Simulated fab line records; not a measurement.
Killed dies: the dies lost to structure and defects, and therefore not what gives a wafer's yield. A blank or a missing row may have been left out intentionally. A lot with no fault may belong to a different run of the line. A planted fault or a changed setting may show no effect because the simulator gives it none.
A struck lot beside a sound one :: flow sky130 :: 14 out of 708 route steps
Sound: these wafers, L969.4, L969.5, L969.6. Struck: wafers L957.2, L957.6. (L957.1 of the same lot was not struck and is left out.) The cause comes at the end.
Order at every step that has rows: each side's tool, ch and its chambers, its first start. Under that, the readings that differ: sound wafers :: struck wafers :: difference of the means :: sigmas: that difference in standard deviations of wafers without a fault.
alike: readings whose means differ by less than 2 such deviations, and words and numbers that are the same on both sides. not compared: withheld readings, readings that some wafer has no value for, bounds like >300 that may hide the same value, and numbers for which the record gives no deviation and whose values overlap.
The two part at a step that has a row with sigmas, a row that says differs or no value, or rows on one side only. Numbers that have no deviation but don't overlap get no sigmas and don't part them. A reading missing from all wafers of one side parts the sides only when that side holds two or more wafers.

first, 1 step without rows for these wafers: SKY_VIA2_ETCH_14 (etches BARC in N2/H2, stops on SiO2, time 45.9 s, target depth 60 nm).
SKY_VIA2_ETCH_15: etches SiO2 in C4F8/O2/Ar, stops on TiN, target depth 546 nm, time 84 s.
  sound on rie diel-04 ch 0,1, day 42 05:01; struck on rie diel-02 ch 2,3, day 38 20:54
  alike: oes product au, rf fwd power W
  not compared: rf hours counter h
SKY_VIA2_STRIP_16: strips in O2/N2.
  sound on plasma asher-03 ch 0,1, day 42 05:07; struck on plasma asher-03 ch 0,1, day 38 20:58
reading: strip time to endpoint s (s)
sound: 4.054 4.056 4.057
struck: 3.995 4.014
difference: -0.051
sigmas: -2
  alike: drypump motor current A, oes product au
  not compared: rf hours counter h
then, 4 steps without rows for these wafers: SKY_VIA2_STRIP_17 (strips in post etch residue remover, time 1200 s); SKY_VIA2_CLEAN_18 (cleans in IPA, time 180 s); SKY_VIA2_CLEAN_19 (cleans in O3/DIW); SKY_VIA2_SPUTTER_20 (material TiN, target thk 20 nm, time 80 s).
SKY_VIA2_CVD_21: deposits W, target thk 420 nm, time 126.4 s.
  sound on cvd w-01 ch 0,1, day 42 05:46; struck on cvd w-01 ch 0,1, day 38 21:40
  alike: chamber pressure Torr, heater power w
SKY_VIA2_RS_MEAS_22: uses a four-point probe to measure.
  struck on film metro-02, day 38 21:47; sound on film metro-03, day 42 05:55
  alike: VIA2_W_RS
SKY_VIA2_THK_MEAS_23: measures by xrf.
  struck on film metro-02, day 38 21:55; sound on film metro-03, day 42 06:01
  alike: VIA2_W_THK
SKY_VIA2_CMP_24: polishes, stops on SiO2, t overpolish 20 s, target thk 0 nm.
  sound on cmp-02 ch 0,2,3, day 42 06:08; struck on cmp-01 ch 0,3, day 38 22:04
  alike: head pressure psi, motor current A, overpolish run s, time to endpoint s
then, 1 step without rows for these wafers: SKY_METAL3_SPUTTER_00 (material Ti, target thk 15 nm, time 10 s).
SKY_METAL3_SPUTTER_01: material TiN, target thk 20 nm, time 16.7 s.
  struck on pvd sputter-04, day 38 22:17; sound on pvd sputter-04, day 42 06:22
reading: chamber pressure pa (Pa)
sound: 0.3996 0.4009 0.3987
struck: 0.4921 0.4913
difference: +0.0920
sigmas: +99 or more

reading: throttle valve pct (%)
sound: 29.8 30.6 29.0
struck: 26.5 26.1
difference: -3.5
sigmas: -5

reading: model.TiN_of_METAL3_SPUTTER_01.thk nm (nm)
sound: 20.07 20.25 20.15
struck: 19.5 19.57
difference: -0.6
sigmas: 
SKY_METAL3_SPUTTER_02: material AlCu, target thk 735 nm, time 39.1 s.
  struck on pvd sputter-04, day 38 22:19; sound on pvd sputter-04, day 42 06:23
  alike: chamber pressure pa, throttle valve pct

## WHERE THEY PART
Earliest at SKY_VIA2_STRIP_16; latest, in this record, at SKY_METAL3_SPUTTER_01. Later steps at which nothing parts them and some readings are alike: SKY_METAL3_SPUTTER_02.

WHY: the cause the simulator had injected
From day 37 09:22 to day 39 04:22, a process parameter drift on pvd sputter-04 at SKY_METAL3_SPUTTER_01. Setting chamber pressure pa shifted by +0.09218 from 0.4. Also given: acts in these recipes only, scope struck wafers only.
